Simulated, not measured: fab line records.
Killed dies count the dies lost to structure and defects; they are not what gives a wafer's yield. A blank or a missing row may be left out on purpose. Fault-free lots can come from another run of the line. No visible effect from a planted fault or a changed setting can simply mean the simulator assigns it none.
A struck lot beside a sound one / flow sky130 / 20 out of 708 route steps
Sound: these wafers, L600.1, L600.2, L600.4. Struck: wafers L616.3, L616.4, L616.6. The cause comes at the end.
Each step with rows lists, per side, the tool, then ch with its chambers, then its first start. Under that, the readings that differ: sound wafers / struck wafers / difference of the means / sigmas: that difference in standard deviations of wafers without a fault.
alike: readings whose means differ by less than 2 such deviations, and words and numbers that are the same on both sides. not compared: withheld readings, readings that some wafer has no value for, bounds like >300 that may hide the same value, and numbers for which the record gives no deviation and whose values overlap.
A row with sigmas, a row that says differs or no value, or rows on one side alone: a step with any of these is where the two part. Non-overlapping numbers with no deviation appear without sigmas and do not part them. Lack of a reading on every wafer of one side parts them only where that side has two or more wafers.

first, 4 steps without rows for these wafers: SKY_METAL2_STRIP_21 (strips in post etch residue remover, time 1200 s); SKY_METAL2_CLEAN_22 (cleans in IPA, time 180 s); SKY_METAL2_CLEAN_23 (cleans in O3/DIW); SKY_VIA2_HDPCVD_00 (deposits SiO2, target thk 1180 nm, time 196.7 s).
SKY_VIA2_THK_MEAS_01:
  struck on filmMetro-01, day 40 21:41; sound on filmMetro-02, day 35 12:23
  alike: VIA2_HDPCVD_THK
SKY_VIA2_CMP_02: polishes SiO2.
  sound on cmp-01 ch 0,1,2, day 35 12:28; struck on cmp-02 ch 1,3, day 40 21:47
  alike: motorCurrentA, slurryFlowMlMin
SKY_VIA2_BOW_MEAS_03:
  struck on filmMetro-01, day 40 22:04; sound on filmMetro-02, day 35 12:46
  alike: VIA2_BOW
then, 5 steps without rows for these wafers: SKY_VIA2_DEHYDRATE_04 (time 60 s); SKY_VIA2_HMDS_05 (prime time 60 s); SKY_VIA2_COAT_06 (resist thk 60 nm); SKY_VIA2_COAT_07 (resist thk 450 nm); SKY_VIA2_SOFTBAKE_08 (time 90 s).
SKY_VIA2_EXPOSE_09: exposes mask VIM2, target cd 200 nm.
  sound on krfScanner-02 ch 0, day 36 02:22; struck on krfScanner-01 ch 0, day 41 09:34
reading=exposureDoseMJCm2; sound=38.01 37.99 38.07; struck=42.56 42.64 42.56; difference=+4.56; sigmas=+99 or more
  alike: mask, reticleTempC
then, 2 steps without rows for these wafers: SKY_VIA2_PEB_10; SKY_VIA2_DEVELOP_11 (develop time 60 s).
SKY_VIA2_CD_MEAS_12: target cd 200 nm.
  struck on cdSem-02, day 41 21:47; sound on cdSem-01, day 36 15:20
reading=cdNm (nm); sound=202.0 202.0 202.3; struck=220.0 219.4 219.6; difference=+17.6; sigmas=+13
SKY_VIA2_OVL_MEAS_13:
  struck on overlay-02, day 41 21:52; sound on overlay-01, day 36 15:27
  alike: VIA2_OVL
SKY_VIA2_ETCH_14: etches BARC in N2/H2, stops on SiO2, time 45.9 s, target depth 60 nm.
  sound on rieDiel-04 ch 1,2,3, day 36 15:29; struck on rieDiel-02 ch 0,1,2, day 41 21:53
reading=model.VIA2.cdNm (nm); sound=201.6 202 202; struck=221.2 220.2 219.7; difference=+18.5; sigmas=
  alike: drypumpMotorCurrentA, oesProductAu, throttleValvePct
  not compared: rfHoursCounterH
SKY_VIA2_ETCH_15: etches SiO2 in C4F8/O2/Ar, stops on TiN, target depth 546 nm, time 84 s.
  sound on rieDiel-04 ch 1,2,3, day 36 15:32; struck on rieDiel-02 ch 0,1,2, day 41 21:56
reading=model.VIA2.cdNm (nm); sound=201 198.9 202.4; struck=222.7 223.9 224.4; difference=+22.9; sigmas=
  alike: oesProductAu
  not compared: rfHoursCounterH
SKY_VIA2_STRIP_16: strips in O2/N2.
  sound on plasmaAsher-04 ch 0,1, day 36 15:36; struck on plasmaAsher-01 ch 0,1, day 41 22:02
reading=drypumpMotorCurrentA (A); sound=5.7 5.3 5.3; struck=6.3 5.8 6.3; difference=+0.7; sigmas=+2
  alike: oesProductAu, stripTimeToEndpointS
  not compared: rfHoursCounterH

## WHERE THEY PART
First at SKY_VIA2_EXPOSE_09; last, within this record, at SKY_VIA2_STRIP_16.

WHY: what the simulator had put in
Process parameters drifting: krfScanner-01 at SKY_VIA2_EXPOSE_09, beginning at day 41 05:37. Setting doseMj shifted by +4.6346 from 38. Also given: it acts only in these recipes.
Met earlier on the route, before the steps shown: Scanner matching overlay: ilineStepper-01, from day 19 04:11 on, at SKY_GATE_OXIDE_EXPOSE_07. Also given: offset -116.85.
